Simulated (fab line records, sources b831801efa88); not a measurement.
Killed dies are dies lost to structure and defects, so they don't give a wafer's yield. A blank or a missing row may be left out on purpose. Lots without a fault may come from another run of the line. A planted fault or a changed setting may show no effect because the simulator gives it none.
A struck lot beside a sound one | flow sky130 | 44 steps out of a route of 708
Sound: wafers L416.1, L416.3, L416.6. Struck: wafers L424.1, L424.4, L424.6. The cause comes at the end.
At each step with rows: each side's tool, then ch and its chambers, then its first start. Under that, the readings that differ: sound wafers | struck wafers | difference of the means | sigmas: that difference in standard deviations of wafers without a fault.
alike: readings whose means differ by less than 2 such deviations, and words and numbers that are the same on both sides. not compared: withheld readings, readings that some wafer has no value for, bounds like >300 that may hide the same value, and numbers for which the record gives no deviation and whose values overlap.
The two part at a step that has a row with sigmas, a row that says differs or no value, or rows on one side only. Numbers that don't overlap but have no deviation are shown without sigmas and don't part them. A reading that every wafer of one side lacks parts them only if that side has two wafers or more.

first, 4 steps without rows for these wafers: SKY_VIA4_STRIP_14 (strips in post etch residue remover, time 1200 s); SKY_VIA4_CLEAN_15 (cleans in IPA, time 180 s); SKY_VIA4_CLEAN_16 (cleans in O3/DIW); SKY_VIA4_SPUTTER_17 (material TiN, target thk 20 nm, time 80 s).
SKY_VIA4_CVD_18: deposits W, target thk 505 nm, time 152.14 s.
  sound on cvd_w-01 ch 0,1, day 44 21:31; struck on cvd_w-01 ch 0,1, day 46 14:13
  alike: heater_power_w
  not compared: since_wet_clean_h
SKY_VIA4_RS_MEAS_19: measures by four-point-probe.
  sound on film_metro-03, day 44 21:40; struck on film_metro-04, day 46 14:22
  alike: VIA4_W_RS
SKY_VIA4_THK_MEAS_20: measures by xrf.
  sound on film_metro-03, day 44 21:47; struck on film_metro-04, day 46 14:29
  alike: VIA4_W_THK
then, 1 step without rows for these wafers: SKY_VIA4_CMP_21 (polishes, stops on SiO2, t overpolish 25 s, target thk 0 nm).
SKY_METAL5_SPUTTER_00: material Ti, target thk 15 nm, time 10 s.
  sound on pvd_sputter-02, day 44 22:08; struck on pvd_sputter-02, day 46 14:50
  alike: cathode_dc_power_W, throttle_valve_pct
then, 3 steps without rows for these wafers: SKY_METAL5_SPUTTER_01 (material TiN, target thk 20 nm, time 16.7 s); SKY_METAL5_SPUTTER_02 (material AlCu, target thk 1150 nm, time 61.2 s); SKY_METAL5_SPUTTER_03 (material Ti, target thk 5 nm, time 3.3 s).
SKY_METAL5_SPUTTER_04: material TiN, target thk 70 nm, time 58.3 s.
  sound on pvd_sputter-02, day 44 22:16; struck on pvd_sputter-02, day 46 14:58
  reading                                    | sound            | struck            | difference | sigmas
  model.TiN_of_METAL5_SPUTTER_04.thk_nm (nm) | 70.66 70.96 70.4 | 21.02 20.51 21.29 | -49.73     |
  alike: cathode_dc_power_W, throttle_valve_pct
SKY_METAL5_RS_MEAS_05: measures by four-point-probe.
  sound on film_metro-01, day 44 22:19; struck on film_metro-04, day 46 15:01
  alike: METAL5_ALCU_RS
SKY_METAL5_THK_MEAS_06: measures by xrf.
  sound on film_metro-01, day 44 22:26; struck on film_metro-04, day 46 15:08
  reading              | sound          | struck         | difference | sigmas
  METAL5_ALCU_THK (nm) | 1165 1164 1161 | 1313 1295 1313 | +144       | +13
then, 8 steps without rows for these wafers: SKY_METAL5_DEHYDRATE_07 (time 60 s); SKY_METAL5_HMDS_08 (prime time 60 s); SKY_METAL5_COAT_09 (resist thk 1800 nm); SKY_METAL5_SOFTBAKE_10 (time 60 s); SKY_METAL5_EXPOSE_11 (exposes mask MM5, target cd 1600 nm); SKY_METAL5_PEB_12; SKY_METAL5_DEVELOP_13 (develop time 60 s); SKY_METAL5_DESCUM_14 (chemistry O2, time 11 s).
SKY_METAL5_METAL_ETCH_15: etches the open film in Cl2/BCl3, stops on SiO2, target depth 1260 nm, time 252 s.
  sound on rie_metal-03 ch 1, day 45 18:34; struck on rie_metal-02 ch 0, day 47 10:28
  reading               | sound             | struck            | difference | sigmas
  oes_product_au (a.u.) | 0.898 0.898 0.888 | 0.885 0.872 0.891 | -0.012     | -2
  alike: drypump_motor_current_A, throttle_valve_pct
  not compared: rf_hours_counter_h
then, 1 step without rows for these wafers: SKY_METAL5_STRIP_16 (strips in O2/N2).
SKY_METAL5_STRIP_17: strips in post etch residue remover, time 1200 s.
  sound on wet_bench-02 ch 0, day 45 18:54; struck on wet_bench-04 ch 3, day 47 10:48
  reading                                    | sound             | struck           | difference | sigmas
  model.TiN_of_METAL5_SPUTTER_04.thk_nm (nm) | 70.24 70.54 69.98 | 20.6 20.09 20.87 | -49.7      |
then, 2 steps without rows for these wafers: SKY_METAL5_CLEAN_18 (cleans in IPA, time 180 s); SKY_METAL5_CLEAN_19 (cleans in O3/DIW).
SKY_PASSIVATION_CVD_00: deposits SiO2, target thk 90 nm.
  sound on pecvd-03 ch 0,2, day 45 19:26; struck on pecvd-03 ch 1,2, day 47 11:20
  alike: heater_power_w
SKY_PASSIVATION_THK_MEAS_01:
  sound on film_metro-03, day 45 19:27; struck on film_metro-02, day 47 11:21
  alike: PASSIVATION_CVD_00_THK
SKY_PASSIVATION_CVD_02: deposits Si3N4, target thk 540 nm.
  sound on pecvd-02 ch 0,1, day 45 19:31; struck on pecvd-02 ch 1,2, day 47 11:25
  alike: heater_power_w
SKY_PASSIVATION_THK_MEAS_03:
  sound on film_metro-02, day 45 19:51; struck on film_metro-02, day 47 11:38
  alike: PASSIVATION_CVD_02_THK
then, 7 steps without rows for these wafers: SKY_PASSIVATION_DEHYDRATE_04 (time 60 s); SKY_PASSIVATION_HMDS_05 (prime time 60 s); SKY_PASSIVATION_COAT_06 (resist thk 3000 nm); SKY_PASSIVATION_SOFTBAKE_07; SKY_PASSIVATION_EXPOSE_08 (exposes mask NSM, target cd 3000 nm); SKY_PASSIVATION_PEB_09; SKY_PASSIVATION_DEVELOP_10 (develop time 60 s).
SKY_PASSIVATION_ETCH_11: etches the open film in CF4/O2, stops on AlCu, target depth 725 nm, time 161.1 s.
  sound on rie_diel-01 ch 1,3, day 46 16:32; struck on rie_diel-04 ch 1,2,3, day 48 06:28
  reading                                 | sound             | struck            | difference | sigmas
  oes_product_au (a.u.)                   | 0.983 0.992 0.987 | 0.925 0.934 0.936 | -0.056     | -7
  model.PASSIVATION.feature_depth_nm (nm) | 708.3 715.7 708.5 | 641.9 658.2 654.1 | -59.4      |
  alike: drypump_motor_current_A, throttle_valve_pct
  not compared: rf_hours_counter_h
then, 2 steps without rows for these wafers: SKY_PASSIVATION_STRIP_12 (strips in O2/N2); SKY_PAD_OPEN_DEHYDRATE_00 (time 60 s).
SKY_PAD_OPEN_ETCH_07: etches the open film in CF4/O2, stops on AlCu, target depth 725 nm, time 161.1 s.
  sound on rie_diel-03 ch 1,2,3, day 47 12:58; struck on rie_diel-02 ch 1,2,3, day 49 00:22
  reading                              | sound             | struck            | difference | sigmas
  oes_product_au (a.u.)                | 0.979 0.988 0.973 | 0.927 0.948 0.937 | -0.043     | -6
  model.PAD_OPEN.feature_depth_nm (nm) | 708.3 715.7 708.5 | 641.9 658.2 654.1 | -59.4      |
  alike: drypump_motor_current_A, throttle_valve_pct
  not compared: rf_hours_counter_h
then, 1 step without rows for these wafers: SKY_PAD_OPEN_PROBE_99.

WHERE THEY PART
First at SKY_METAL5_THK_MEAS_06; last, within this record, at SKY_PAD_OPEN_ETCH_07.

WHY: what the simulator had put in
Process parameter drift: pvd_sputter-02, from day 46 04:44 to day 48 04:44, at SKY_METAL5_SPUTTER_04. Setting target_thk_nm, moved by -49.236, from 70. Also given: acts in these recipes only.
